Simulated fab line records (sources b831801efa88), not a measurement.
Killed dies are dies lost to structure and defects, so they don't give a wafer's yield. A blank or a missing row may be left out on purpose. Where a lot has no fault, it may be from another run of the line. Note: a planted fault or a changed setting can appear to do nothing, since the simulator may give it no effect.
8D (eight disciplines) problem report, filled in by code | flow sky130 | the parts of the form that need people (team, actions taken, sign-off) are left out

## 1. WHAT IS WRONG
At SKY_GATE_OXIDE_STRIP_13, strip_time_to_endpoint_s averages 6.05 s over 6 wafers from 2 lots, while fault-free wafers read 14.17 s, standard deviation 0.042. That is -99 or more standard deviations from the usual mean.
The step: strips in O2/N2.
Earliest sighting: wafer L527.2 on plasma_asher-02 at day 19 16:50. The record has a number at this step for 36 wafers belonging to 12 lots. The rule behind "out" and "out of limits": a value lying over 4 standard deviations away from the usual mean. The rest of the wafers with a number are treated as sound.

## 2. WHAT IT IS AND WHAT IT IS NOT
question                    | is                                       | is not
which readings at this step | strip_time_to_endpoint_s, oes_product_au | drypump_motor_current_A
which lots                  | L527, L529                               | L512, L514, L518, L519, L520, L522, L524, L532, L533, L534
which wafers of those lots  | all that have a number                   | -
read on which tools         | plasma_asher-02                          | plasma_asher-01, plasma_asher-03
when                        | from day 19 16:50                        | up to then (21 sound wafers); but 9 sound wafers of L532, L533, L534 came after

## 3. THE SUSPECTS, EACH WITH WHAT RULES IT OUT
Counting: a tool at any process step up to the reading remains a suspect when it ran all the lots that are out and ran no sound lot after the first of those.
- litho_track-04 at SKY_GATE_OXIDE_COAT_05 (resist thk 1140 nm): kept. Every lot that is out went through it, starting with L527 (day 19 00:14), and after that it ran no sound lot; the last sound lot it ran before then is L524 (day 17 09:55).
- plasma_asher-02 at SKY_GATE_OXIDE_STRIP_13 (strips in O2/N2): ruled out as a lasting fault. Sound lots L534 ran on it after its first lot that is out, L527 (day 19 16:50).
Left after counting: litho_track-04 at SKY_GATE_OXIDE_COAT_05.

## 4. THE CAUSE (what the simulator had put in)
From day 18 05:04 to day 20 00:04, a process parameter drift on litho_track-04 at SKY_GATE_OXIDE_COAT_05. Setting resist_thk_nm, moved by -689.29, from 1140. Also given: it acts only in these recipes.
Only this tool survived the counting.

## 5. THE CHAIN OF EFFECTS, in route order
Rows list readings where the struck wafers' mean (over those with a number) sits beyond 3 standard deviations from the usual. Only readings for which the record gives a usual standard deviation are gone through. hours: the time from each lot's start at the first step in this table that gives one to its start at this step, as a median over the lots. sigmas: the change in usual standard deviations.
hours | step                    | reading                  | usual      | on struck wafers | change | sigmas
0     | SKY_GATE_OXIDE_STRIP_13 | oes_product_au           | 0.716 a.u. | 0.489            | -0.227 | -55
0     | SKY_GATE_OXIDE_STRIP_13 | strip_time_to_endpoint_s | 14.17 s    | 6.05             | -8.12  | -99 or more
It contains these process steps:
- SKY_GATE_OXIDE_STRIP_13: strips in O2/N2.

## 6. HOW IT WOULD HAVE BEEN CAUGHT EARLIER
The fault began at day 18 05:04; the first out-of-limits reading in this record came at day 19 16:50, 36 hours later.
By day 19 16:50 the whole set of lots that are out, 2 in number, had already begun SKY_GATE_OXIDE_COAT_05 on litho_track-04. A hold on the tool at that time would have spared none of them.
